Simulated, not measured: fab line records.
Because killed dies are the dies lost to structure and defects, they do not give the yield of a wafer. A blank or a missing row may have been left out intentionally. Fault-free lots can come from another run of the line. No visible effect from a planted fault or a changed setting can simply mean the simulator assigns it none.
fab line records -- flow sky130 -- part 1 of 2: steps 1 to 23 of 34
record lots=5, wafers=15, lastDay=49
route steps=708 shown FIELD_ISO@2 NWELL@32 DNWELL@35
lots untouched by any fault: they come from a run of this same line in which no faults occurred
startH: hours from the record's first day to the start of the lot's first wafer shown -- waitH: hours elapsed since this lot's preceding step -- " same as the row above -- L1.1+2: one row covering several wafers at once -- - value missing, or start not given -- * or withheld: withheld -- < > ~ a bound
route shown NAME@n: names a module that has steps shown in the file, with the first one's number in the route -- usual: mean/standard deviation taken from wafers without a fault -- same: alike in all rows -- chamber/n: place in a boat -- sites: readings site by site -- _std_site: their standard deviation -- _edge_site: the outer-site mean with the inner-site mean subtracted -- radiusMm: how far each site lies from the wafer's centre -- mask NAME#n: copy n -- behind: the last tool/chamber to shape the wafer -- hold: reason for holding the lot/hours on hold/outcome of the hold -- device: whichever transistor did not switch (one of n, p or np) -- end of line: the same wafers' tests at the end of the route -- where a step has no rows: the recipe by itself -- killed: dies lost to structure and defects at the first sort, not the wafer's yield -- map: shows each die of a wafer: x if killed, . if not, _ if none is there
set.NAME: the setting the step ran with; set.NAME@STEP: the setting that earlier step ran with -- model.NAME: the simulator's own value behind a step, which no gauge read
a table for each step, a row for each wafer; lots at some steps of the route
services: from which hour (startH, from the record's first day; less than 0 if before it) a tool's chamber was out of use, for how many hours, and why
## steps
# step SKY_FIELD_ISO_OXIDATION_01
# recipe tempC=900, ambient=O2, stabiliseS=600, purgeS=300, targetThkA=120, oxTimeS=1843
# usual zonePowerCentrePct=17.3/0.43
lot.wafer,tool,chamber,startH,waitH,zonePowerCentrePct
L075.2,furnace-01,0,15.12,0.1,16.8
L075.4,furnace-01,0,15.12,0.1,17.2
L075.5,furnace-01,0,15.12,0.1,16.8
L080.2,furnace-02,0,43.92,3.9,17.8
L080.3,furnace-02,0,43.92,3.9,18.0
L080.5,furnace-02,0,43.92,3.9,17.7
L083.3,furnace-01,0,56.91,1.8,16.9
L083.4,furnace-01,0,56.91,1.8,17.1
L083.5,furnace-01,0,56.91,1.8,16.9
L085.2,furnace-01,0,72.47,7.4,17.2
L085.3,furnace-01,0,72.47,7.4,17.0
L085.4,furnace-01,0,72.47,7.4,17.0
L088.3,furnace-02,0,83.52,3.5,17.8
L088.4,furnace-02,0,83.52,3.5,17.9
L088.5,furnace-02,0,83.52,3.5,17.7
# step SKY_FIELD_ISO_THK_MEAS_02
# recipe reads=SiO2_of_FIELD_ISO_OXIDATION_01
# usual FIELD_ISO_OXIDATION_00_THK=11.98/0.25
lot.wafer,tool,chamber,startH,waitH,FIELD_ISO_OXIDATION_00_THK[nm]
L075.2,filmMetro-04,-,16.64,0.0,12.10
L075.4,filmMetro-04,-,16.64,0.0,11.96
L075.5,filmMetro-04,-,16.64,0.0,12.08
L080.2,filmMetro-02,-,45.44,0.0,12.37
L080.3,filmMetro-02,-,45.44,0.0,12.36
L080.5,filmMetro-02,-,45.44,0.0,12.25
L083.3,filmMetro-02,-,58.44,0.0,11.66
L083.4,filmMetro-02,-,58.44,0.0,11.52
L083.5,filmMetro-02,-,58.44,0.0,11.85
L085.2,filmMetro-04,-,74.00,0.0,11.83
L085.3,filmMetro-04,-,74.00,0.0,11.75
L085.4,filmMetro-04,-,74.00,0.0,11.88
L088.3,filmMetro-02,-,85.05,0.0,12.12
L088.4,filmMetro-02,-,85.05,0.0,12.05
L088.5,filmMetro-02,-,85.05,0.0,11.95
# step SKY_FIELD_ISO_CVD_03
# recipe material=Si3N4, precursor=DCS/NH3, targetThkNm=165, tempC=773.9, timeS=2830, pressureMtorr=250
# usual pressureMtorr=250.0/0.39, zonePowerCentrePct=13.2/0.98
lot.wafer,tool,chamber,startH,waitH,pressureMtorr,zonePowerCentrePct
L075.2,lpcvd-02,0,17.67,1.0,250.7,12.0
L075.4,lpcvd-02,0,17.67,1.0,250.4,11.9
L075.5,lpcvd-02,0,17.67,1.0,250.4,12.1
L080.2,lpcvd-02,0,45.49,0.0,249.7,12.2
L080.3,lpcvd-02,0,45.49,0.0,250.4,12.0
L080.5,lpcvd-02,0,45.49,0.0,250.2,12.0
L083.3,lpcvd-02,1,58.48,0.0,250.6,13.9
L083.4,lpcvd-02,1,58.48,0.0,250.4,14.1
L083.5,lpcvd-02,1,58.48,0.0,250.0,14.1
L085.2,lpcvd-02,1,75.86,1.9,250.1,14.2
L085.3,lpcvd-02,1,75.86,1.9,250.0,14.0
L085.4,lpcvd-02,1,75.86,1.9,250.1,14.3
L088.3,lpcvd-02,1,85.09,0.0,249.9,14.1
L088.4,lpcvd-02,1,85.09,0.0,249.8,14.2
L088.5,lpcvd-02,1,85.09,0.0,250.4,14.3
# step SKY_FIELD_ISO_THK_MEAS_04
# recipe reads=Si3N4_of_FIELD_ISO_CVD_03
# usual FIELD_ISO_CVD_03_THK=178.2/1.8
lot.wafer,tool,chamber,startH,waitH,FIELD_ISO_CVD_03_THK[nm]
L075.2,filmMetro-03,-,19.47,0.0,179.3
L075.4,filmMetro-03,-,19.47,0.0,178.7
L075.5,filmMetro-03,-,19.47,0.0,179.6
L080.2,filmMetro-02,-,47.28,0.0,177.6
L080.3,filmMetro-02,-,47.28,0.0,176.8
L080.5,filmMetro-02,-,47.28,0.0,176.6
L083.3,filmMetro-04,-,60.28,0.0,180.2
L083.4,filmMetro-04,-,60.28,0.0,179.9
L083.5,filmMetro-04,-,60.28,0.0,179.5
L085.2,filmMetro-04,-,77.66,0.0,179.1
L085.3,filmMetro-04,-,77.66,0.0,177.8
L085.4,filmMetro-04,-,77.66,0.0,179.2
L088.3,filmMetro-02,-,86.90,0.0,176.6
L088.4,filmMetro-02,-,86.90,0.0,177.2
L088.5,filmMetro-02,-,86.90,0.0,177.8
# step SKY_FIELD_ISO_DEHYDRATE_05
# recipe tempC=200, timeS=60
# usual chillPlateTempC=23.00/0.11
lot.wafer,tool,chamber,startH,waitH,chillPlateTempC
L075.2,lithoTrack-04,0,26.01,6.5,22.98
L075.4,lithoTrack-04,0,26.01,6.5,22.80
L075.5,lithoTrack-04,0,26.01,6.5,23.00
L080.2,lithoTrack-01,0,53.91,6.6,23.21
L080.3,lithoTrack-01,0,53.91,6.6,23.20
L080.5,lithoTrack-01,0,53.91,6.6,23.18
L083.3,lithoTrack-03,0,67.56,7.3,22.85
L083.4,lithoTrack-03,0,67.56,7.3,22.77
L083.5,lithoTrack-03,0,67.56,7.3,22.88
L085.2,lithoTrack-04,0,84.56,6.9,23.06
L085.3,lithoTrack-04,0,84.56,6.9,22.89
L085.4,lithoTrack-04,0,84.56,6.9,22.89
L088.3,lithoTrack-03,0,95.01,8.1,23.06
L088.4,lithoTrack-03,0,95.01,8.1,22.94
L088.5,lithoTrack-03,0,95.01,8.1,23.14
# step SKY_FIELD_ISO_HMDS_06
# recipe primeTimeS=60, primeTempC=120
# usual chillPlateTempC=23.02/0.12
lot.wafer,tool,chamber,startH,waitH,chillPlateTempC
L075.2,lithoTrack-04,0,26.16,0.1,23.14
L075.4,lithoTrack-04,0,26.16,0.1,23.25
L075.5,lithoTrack-04,0,26.16,0.1,23.11
L080.2,lithoTrack-01,0,54.06,0.1,22.95
L080.3,lithoTrack-01,0,54.06,0.1,23.06
L080.5,lithoTrack-01,0,54.06,0.1,22.87
L083.3,lithoTrack-03,0,67.71,0.1,23.03
L083.4,lithoTrack-03,0,67.71,0.1,23.11
L083.5,lithoTrack-03,0,67.71,0.1,22.99
L085.2,lithoTrack-04,0,84.71,0.1,23.12
L085.3,lithoTrack-04,0,84.71,0.1,23.10
L085.4,lithoTrack-04,0,84.71,0.1,23.11
L088.3,lithoTrack-03,0,95.16,0.1,23.09
L088.4,lithoTrack-03,0,95.16,0.1,22.99
L088.5,lithoTrack-03,0,95.16,0.1,23.03
# step SKY_FIELD_ISO_COAT_07
# recipe resist=BARC, tempC=withheld, timeS=withheld, spinRpm=3000, resistThkNm=60
# usual chillPlateTempC=*
lot.wafer,tool,chamber,startH,waitH,chillPlateTempC
L075.2,lithoTrack-04,0,26.31,0.1,*
L075.4,lithoTrack-04,0,26.31,0.1,*
L075.5,lithoTrack-04,0,26.31,0.1,*
L080.2,lithoTrack-01,0,54.21,0.1,*
L080.3,lithoTrack-01,0,54.21,0.1,*
L080.5,lithoTrack-01,0,54.21,0.1,*
L083.3,lithoTrack-03,0,67.86,0.1,*
L083.4,lithoTrack-03,0,67.86,0.1,*
L083.5,lithoTrack-03,0,67.86,0.1,*
L085.2,lithoTrack-04,0,84.86,0.1,*
L085.3,lithoTrack-04,0,84.86,0.1,*
L085.4,lithoTrack-04,0,84.86,0.1,*
L088.3,lithoTrack-03,0,95.31,0.1,*
L088.4,lithoTrack-03,0,95.31,0.1,*
L088.5,lithoTrack-03,0,95.31,0.1,*
# step SKY_FIELD_ISO_COAT_08
# recipe resist=KrF-thick, spinRpm=3000, resistThkNm=450
# usual chillPlateTempC=23.00/0.11
lot.wafer,tool,chamber,startH,waitH,chillPlateTempC
L075.2,lithoTrack-04,0,-,-,23.01
L075.4,lithoTrack-04,0,-,-,23.10
L075.5,lithoTrack-04,0,-,-,23.10
L080.2,lithoTrack-01,0,-,-,23.09
L080.3,lithoTrack-01,0,-,-,22.97
L080.5,lithoTrack-01,0,-,-,22.93
L083.3,lithoTrack-03,0,-,-,23.08
L083.4,lithoTrack-03,0,-,-,23.03
L083.5,lithoTrack-03,0,-,-,23.13
L085.2,lithoTrack-04,0,-,-,22.98
L085.3,lithoTrack-04,0,-,-,22.97
L085.4,lithoTrack-04,0,-,-,22.93
L088.3,lithoTrack-03,0,-,-,22.96
L088.4,lithoTrack-03,0,-,-,23.01
L088.5,lithoTrack-03,0,-,-,23.03
# step SKY_FIELD_ISO_SOFTBAKE_09
# recipe tempC=100, timeS=90, resist=KrF-thick
# usual chillPlateTempC=23.02/0.12
lot.wafer,tool,chamber,startH,waitH,chillPlateTempC
L075.2,lithoTrack-04,0,-,-,22.90
L075.4,lithoTrack-04,0,-,-,22.97
L075.5,lithoTrack-04,0,-,-,23.05
L080.2,lithoTrack-01,0,-,-,23.21
L080.3,lithoTrack-01,0,-,-,23.04
L080.5,lithoTrack-01,0,-,-,22.97
L083.3,lithoTrack-03,0,-,-,22.95
L083.4,lithoTrack-03,0,-,-,23.08
L083.5,lithoTrack-03,0,-,-,23.06
L085.2,lithoTrack-04,0,-,-,23.30
L085.3,lithoTrack-04,0,-,-,23.12
L085.4,lithoTrack-04,0,-,-,23.39
L088.3,lithoTrack-03,0,-,-,23.04
L088.4,lithoTrack-03,0,-,-,23.10
L088.5,lithoTrack-03,0,-,-,23.01
# step SKY_FIELD_ISO_EXPOSE_10
# recipe maskId=FOM, na=0.68, sourceShape=annular, sigmaInner=0.4, sigmaOuter=0.8, targetCdNm=150, doseMj=28
# usual focusOffsetNm=0.1/0.58
lot.wafer,tool,chamber,startH,waitH,mask,focusOffsetNm
L075.2,krfScanner-01,0,-,-,FOM#0,0.4
L075.4,krfScanner-01,0,-,-,FOM#0,0.0
L075.5,krfScanner-01,0,-,-,FOM#0,-0.3
L080.2,krfScanner-02,0,-,-,FOM#0,0.5
L080.3,krfScanner-02,0,-,-,FOM#0,0.6
L080.5,krfScanner-02,0,-,-,FOM#0,0.3
L083.3,krfScanner-01,0,-,-,FOM#0,0.0
L083.4,krfScanner-01,0,-,-,FOM#0,0.0
L083.5,krfScanner-01,0,-,-,FOM#0,0.3
L085.2,krfScanner-01,0,-,-,FOM#0,0.4
L085.3,krfScanner-01,0,-,-,FOM#0,0.2
L085.4,krfScanner-01,0,-,-,FOM#0,0.5
L088.3,krfScanner-02,0,-,-,FOM#0,0.6
L088.4,krfScanner-02,0,-,-,FOM#0,0.3
L088.5,krfScanner-02,0,-,-,FOM#0,-0.4
# step SKY_FIELD_ISO_PEB_11
# recipe pebTempC=withheld, pebTimeS=withheld, resist=KrF-thick
# usual chillPlateTempC=*
lot.wafer,tool,chamber,startH,waitH,chillPlateTempC
L075.2,lithoTrack-01,0,-,-,*
L075.4,lithoTrack-01,0,-,-,*
L075.5,lithoTrack-01,0,-,-,*
L080.2,lithoTrack-01,0,-,-,*
L080.3,lithoTrack-01,0,-,-,*
L080.5,lithoTrack-01,0,-,-,*
L083.3,lithoTrack-01,0,-,-,*
L083.4,lithoTrack-01,0,-,-,*
L083.5,lithoTrack-01,0,-,-,*
L085.2,lithoTrack-01,0,-,-,*
L085.3,lithoTrack-01,0,-,-,*
L085.4,lithoTrack-01,0,-,-,*
L088.3,lithoTrack-03,0,-,-,*
L088.4,lithoTrack-03,0,-,-,*
L088.5,lithoTrack-03,0,-,-,*
# step SKY_FIELD_ISO_DEVELOP_12
# recipe developTimeS=60, resist=KrF-thick, devTempC=21
# usual chillPlateTempC=23.03/0.11
lot.wafer,tool,chamber,startH,waitH,chillPlateTempC
L075.2,lithoTrack-01,0,-,-,23.13
L075.4,lithoTrack-01,0,-,-,23.07
L075.5,lithoTrack-01,0,-,-,23.13
L080.2,lithoTrack-01,0,-,-,22.76
L080.3,lithoTrack-01,0,-,-,23.04
L080.5,lithoTrack-01,0,-,-,23.02
L083.3,lithoTrack-01,0,-,-,22.96
L083.4,lithoTrack-01,0,-,-,23.13
L083.5,lithoTrack-01,0,-,-,23.10
L085.2,lithoTrack-01,0,-,-,23.24
L085.3,lithoTrack-01,0,-,-,23.01
L085.4,lithoTrack-01,0,-,-,23.00
L088.3,lithoTrack-03,0,-,-,23.16
L088.4,lithoTrack-03,0,-,-,23.02
L088.5,lithoTrack-03,0,-,-,23.04
# step SKY_FIELD_ISO_CD_MEAS_13
# recipe targetCdNm=150
# usual cdNm=150.0/1.5
lot.wafer,tool,chamber,startH,waitH,cdNm
L075.2,cdSem-02,-,33.90,-,151.1
L075.4,cdSem-02,-,33.90,-,150.5
L075.5,cdSem-02,-,33.90,-,150.3
L080.2,cdSem-01,-,61.50,-,149.6
L080.3,cdSem-01,-,61.50,-,151.8
L080.5,cdSem-01,-,61.50,-,149.5
L083.3,cdSem-02,-,75.87,-,148.4
L083.4,cdSem-02,-,75.87,-,151.1
L083.5,cdSem-02,-,75.87,-,151.3
L085.2,cdSem-01,-,93.65,-,150.8
L085.3,cdSem-01,-,93.65,-,150.6
L085.4,cdSem-01,-,93.65,-,150.2
L088.3,cdSem-02,-,104.05,-,147.4
L088.4,cdSem-02,-,104.05,-,149.6
L088.5,cdSem-02,-,104.05,-,149.5
# step SKY_FIELD_ISO_ETCH_14
# recipe chemistry=N2/H2, target=BARC, ionEnergyEv=200, sourceW=500, biasW=100, pressureMtorr=30, n2FlowSccm=100, h2FlowSccm=200, stopOn=SiO2, timeS=45.9, targetDepthA=600
# usual drypumpMotorCurrentA=5.7/0.51, oesProductAu=0.855/0.0051, throttleValvePct=13.225/0.009
lot.wafer,tool,chamber,startH,waitH,drypumpMotorCurrentA,oesProductAu,rfHoursCounterH,throttleValvePct
L075.2,rieDiel-03,3,34.00,0.1,6.2,0.857,137,13.233
L075.4,rieDiel-03,2,34.00,0.1,5.7,0.857,86,13.221
L075.5,rieDiel-03,0,34.00,0.1,5.5,0.861,-,13.219
L080.2,rieDiel-02,1,61.60,0.1,4.9,0.855,149,13.214
L080.3,rieDiel-02,0,61.60,0.1,4.8,0.854,26,13.219
L080.5,rieDiel-02,2,61.60,0.1,4.7,0.857,-,13.233
L083.3,rieDiel-01,2,75.95,0.1,6.3,0.849,18,13.231
L083.4,rieDiel-01,3,75.95,0.1,6.0,0.862,73,13.239
L083.5,rieDiel-01,3,75.95,0.1,6.0,0.850,-,13.219
L085.2,rieDiel-03,1,93.75,0.1,5.8,0.857,93,13.226
L085.3,rieDiel-03,0,93.75,0.1,5.5,0.859,18,13.219
L085.4,rieDiel-03,2,93.75,0.1,5.7,0.863,88,13.221
L088.3,rieDiel-01,3,104.13,0.1,6.0,0.859,73,13.224
L088.4,rieDiel-01,2,104.13,0.1,6.3,0.844,18,13.233
L088.5,rieDiel-01,3,104.13,0.1,6.0,0.855,-,13.227
# step SKY_FIELD_ISO_ETCH_15
# recipe chemistry=CHF3/O2, targetDepthNm=180, stopOn=Si, sourceW=600, biasW=200, pressureMtorr=40, chf3FlowSccm=50, O2_flow_sccm=5, timeS=72
# usual drypumpMotorCurrentA=5.7/0.51, oesProductAu=0.986/0.0062, throttleValvePct=8.856/0.0087
lot.wafer,tool,chamber,startH,waitH,drypumpMotorCurrentA,oesProductAu,rfHoursCounterH,throttleValvePct
L075.2,rieDiel-03,3,34.04,0.0,6.2,0.994,137,8.853
L075.4,rieDiel-03,2,34.04,0.0,5.8,0.989,86,8.855
L075.5,rieDiel-03,0,34.04,0.0,5.6,0.986,-,8.846
L080.2,rieDiel-02,1,61.64,0.0,4.9,0.996,149,8.861
L080.3,rieDiel-02,0,61.64,0.0,4.8,0.975,26,8.856
L080.5,rieDiel-02,2,61.64,0.0,4.7,0.984,-,8.871
L083.3,rieDiel-01,2,75.99,0.0,6.4,0.986,18,8.867
L083.4,rieDiel-01,3,75.99,0.0,6.0,0.988,73,8.857
L083.5,rieDiel-01,3,75.99,0.0,6.0,0.988,-,8.859
L085.2,rieDiel-03,1,93.79,0.0,5.8,0.988,93,8.869
L085.3,rieDiel-03,0,93.79,0.0,5.6,0.971,18,8.865
L085.4,rieDiel-03,2,93.79,0.0,5.7,0.990,88,8.862
L088.3,rieDiel-01,3,104.18,0.0,6.0,0.985,73,8.867
L088.4,rieDiel-01,2,104.18,0.0,6.3,0.977,18,8.860
L088.5,rieDiel-01,3,104.18,0.0,6.0,0.988,-,8.855
# step SKY_FIELD_ISO_STRIP_16
# recipe chemistry=O2/N2, powerW=1400, pressureMtorr=1500, platenTempC=withheld, o2FlowSccm=3000, n2FlowSccm=300, overashFraction=0.5
# usual drypumpMotorCurrentA=5.5/0.35, oesProductAu=0.379/0.0048, stripTimeToEndpointS=3.553/0.027
lot.wafer,tool,chamber,startH,waitH,drypumpMotorCurrentA,oesProductAu,rfHoursCounterH,stripTimeToEndpointS
L075.2,plasmaAsher-03,1,34.10,0.0,5.9,0.377,35,3.508
L075.4,plasmaAsher-03,1,34.10,0.0,5.9,0.378,-,3.524
L075.5,plasmaAsher-03,1,34.10,0.0,5.9,0.378,-,3.555
L080.2,plasmaAsher-03,1,61.70,0.0,5.9,0.386,37,3.532
L080.3,plasmaAsher-03,0,61.70,0.0,5.3,0.373,-,3.532
L080.5,plasmaAsher-03,0,61.70,0.0,5.3,0.384,-,3.528
L083.3,plasmaAsher-01,0,76.08,0.1,5.7,0.378,-,3.590
L083.4,plasmaAsher-01,1,76.08,0.1,5.0,0.384,-,3.564
L083.5,plasmaAsher-01,0,76.08,0.1,5.7,0.378,-,3.566
L085.2,plasmaAsher-01,0,93.85,0.0,5.8,0.384,41,3.589
L085.3,plasmaAsher-01,0,93.85,0.0,5.7,0.378,-,3.601
L085.4,plasmaAsher-01,1,93.85,0.0,4.9,0.382,-,3.550
L088.3,plasmaAsher-02,1,104.27,0.1,5.4,0.375,-,3.535
L088.4,plasmaAsher-02,0,104.27,0.1,5.1,0.388,-,3.574
L088.5,plasmaAsher-02,1,104.27,0.1,5.3,0.372,-,3.540
# step SKY_FIELD_ISO_ETCH_17
# recipe targetDepthA=3420, maskMaterial=Si3N4, chemistry=HBr/Cl2/O2, target=Si, taperDeg=5, icpW=600, biasW=150, pressureMtorr=15, HBr_flow_sccm=150, Cl2_flow_sccm=40, O2_flow_sccm=6, timeS=97.7
# usual HBr_flow_sccm=150.0/0.5, drypumpMotorCurrentA=5.6/0.49, oesProductAu=0.995/0.008, throttleValvePct=25.660/0.011
lot.wafer,tool,chamber,startH,waitH,HBr_flow_sccm,drypumpMotorCurrentA,oesProductAu,rfHoursCounterH,throttleValvePct
L075.2,rieSi-02,2,34.20,0.1,149.8,5.0,0.995,33,25.666
L075.4,rieSi-02,1,34.20,0.1,149.6,5.5,1.006,102,25.652
L075.5,rieSi-02,2,34.20,0.1,149.6,5.0,1.000,-,25.644
L080.2,rieSi-01,2,61.80,0.1,150.2,6.5,0.991,130,25.675
L080.3,rieSi-01,0,61.80,0.1,150.4,5.3,0.994,136,25.658
L080.5,rieSi-01,3,61.80,0.1,150.4,5.1,0.992,-,25.661
L083.3,rieSi-02,1,76.15,0.0,151.4,5.5,0.992,102,25.656
L083.4,rieSi-02,3,76.15,0.0,149.4,5.8,0.987,96,25.659
L083.5,rieSi-02,1,76.15,0.0,150.2,5.4,1.007,-,25.650
L085.2,rieSi-01,2,93.95,0.1,150.8,6.5,0.997,131,25.672
L085.3,rieSi-01,3,93.95,0.1,149.2,5.1,0.999,45,25.660
L085.4,rieSi-01,1,93.95,0.1,150.9,5.5,0.986,9,25.659
L088.3,rieSi-01,3,104.33,0.0,149.5,5.1,1.006,45,25.666
L088.4,rieSi-01,1,104.33,0.0,150.3,5.5,0.992,9,25.648
L088.5,rieSi-01,0,104.33,0.0,149.9,5.3,0.999,-,25.666
# step SKY_FIELD_ISO_WET_ETCH_18
# recipe chemistry=H3PO4, targetDepthNm=25, tempC=160, target=Si3N4, timeS=286
# usual bathGuardTempC=159.9/0.48
lot.wafer,tool,chamber,startH,waitH,bathGuardTempC
L075.2,wetBench-04,3,34.27,0.0,159.3
L075.4,wetBench-04,3,34.27,0.0,159.2
L075.5,wetBench-04,3,34.27,0.0,159.6
L080.2,wetBench-03,0,61.87,0.0,159.8
L080.3,wetBench-03,0,61.87,0.0,160.2
L080.5,wetBench-03,0,61.87,0.0,160.2
L083.3,wetBench-03,1,76.22,0.0,160.5
L083.4,wetBench-03,1,76.22,0.0,159.9
L083.5,wetBench-03,1,76.22,0.0,160.4
L085.2,wetBench-04,2,94.02,0.0,159.5
L085.3,wetBench-04,2,94.02,0.0,159.3
L085.4,wetBench-04,2,94.02,0.0,160.0
L088.3,wetBench-03,2,104.41,0.0,159.9
L088.4,wetBench-03,2,104.41,0.0,159.6
L088.5,wetBench-03,2,104.41,0.0,159.8
# step SKY_FIELD_ISO_CLEAN_19
# recipe chemistry=SC1/SC2, mix=1:4:20, tempC=70, timeS=150
# usual bathGuardTempC=69.9/0.38
lot.wafer,tool,chamber,startH,waitH,bathGuardTempC
L075.2,wetBench-04,0,34.37,0.0,69.7
L075.4,wetBench-04,0,34.37,0.0,69.7
L075.5,wetBench-04,0,34.37,0.0,69.9
L080.2,wetBench-03,1,61.96,0.0,70.3
L080.3,wetBench-03,1,61.96,0.0,70.1
L080.5,wetBench-03,1,61.96,0.0,70.3
L083.3,wetBench-01,3,76.31,0.0,69.9
L083.4,wetBench-01,3,76.31,0.0,70.3
L083.5,wetBench-01,3,76.31,0.0,70.2
L085.2,wetBench-03,1,94.21,0.0,70.2
L085.3,wetBench-03,1,94.21,0.0,70.0
L085.4,wetBench-03,1,94.21,0.0,70.3
L088.3,wetBench-03,3,104.50,0.0,69.7
L088.4,wetBench-03,3,104.50,0.0,69.5
L088.5,wetBench-03,3,104.50,0.0,69.7
# step SKY_FIELD_ISO_CLEAN_20
# recipe chemistry=dHF, timeS=20, dilution=100:1
lot.wafer,tool,chamber,startH,waitH
L075.2+4+5,wetBench-01,2,34.42,0.0
L080.2+3+5,wetBench-03,3,62.01,0.0
L083.3+4+5,wetBench-03,2,76.36,0.0
L085.2+3+4,wetBench-04,1,94.26,0.0
L088.3+4+5,wetBench-03,2,104.55,0.0
# step SKY_FIELD_ISO_WET_ETCH_21
# recipe chemistry=dHF, dilution=100:1, targetDepthNm=20, dry=ipaMarangoni, target=SiO2, tempC=25, timeS=412.2
lot.wafer,tool,chamber,startH,waitH
L075.2+4+5,wetBench-04,0,34.44,0.0
L080.2+3+5,wetBench-03,1,62.02,0.0
L083.3+4+5,wetBench-01,3,76.37,0.0
L085.2+3+4,wetBench-01,3,94.29,0.0
L088.3+4+5,wetBench-03,1,104.57,0.0
# step SKY_FIELD_ISO_OXIDATION_22
# recipe tempC=950, ambient=O2, stabiliseS=600, purgeS=300, targetThkA=100, oxTimeS=623
# usual zonePowerCentrePct=19.6/0.51
lot.wafer,tool,chamber,startH,waitH,zonePowerCentrePct
L075.2,furnace-02,0,36.79,2.2,20.4
L075.4,furnace-02,0,36.79,2.2,20.4
L075.5,furnace-02,0,36.79,2.2,20.1
L080.2,furnace-01,0,68.37,6.2,19.1
L080.3,furnace-01,0,68.37,6.2,19.3
L080.5,furnace-01,0,68.37,6.2,19.3
L083.3,furnace-02,0,78.21,1.7,20.3
L083.4,furnace-02,0,78.21,1.7,20.4
L083.5,furnace-02,0,78.21,1.7,20.4
L085.2,furnace-02,0,95.29,0.9,19.9
L085.3,furnace-02,0,95.29,0.9,19.9
L085.4,furnace-02,0,95.29,0.9,20.6
L088.3,furnace-01,0,104.68,0.0,19.2
L088.4,furnace-01,0,104.68,0.0,19.2
L088.5,furnace-01,0,104.68,0.0,18.8
# step SKY_FIELD_ISO_THK_MEAS_23
# recipe reads=SiO2_of_FIELD_ISO_OXIDATION_22
# usual FIELD_ISO_OXIDATION_01_THK=10.03/0.19
lot.wafer,tool,chamber,startH,waitH,FIELD_ISO_OXIDATION_01_THK[nm]
L075.2,filmMetro-04,-,37.97,0.0,10.33
L075.4,filmMetro-04,-,37.97,0.0,10.11
L075.5,filmMetro-04,-,37.97,0.0,10.17
L080.2,filmMetro-03,-,69.56,0.0,9.65
L080.3,filmMetro-03,-,69.56,0.0,9.72
L080.5,filmMetro-03,-,69.56,0.0,9.89
L083.3,filmMetro-02,-,79.40,0.0,10.14
L083.4,filmMetro-02,-,79.40,0.0,10.01
L083.5,filmMetro-02,-,79.40,0.0,10.02
L085.2,filmMetro-03,-,96.48,0.0,9.97
L085.3,filmMetro-03,-,96.48,0.0,9.94
L085.4,filmMetro-03,-,96.48,0.0,9.97
L088.3,filmMetro-03,-,105.88,0.0,10.08
L088.4,filmMetro-03,-,105.88,0.0,10.31
L088.5,filmMetro-03,-,105.88,0.0,10.39
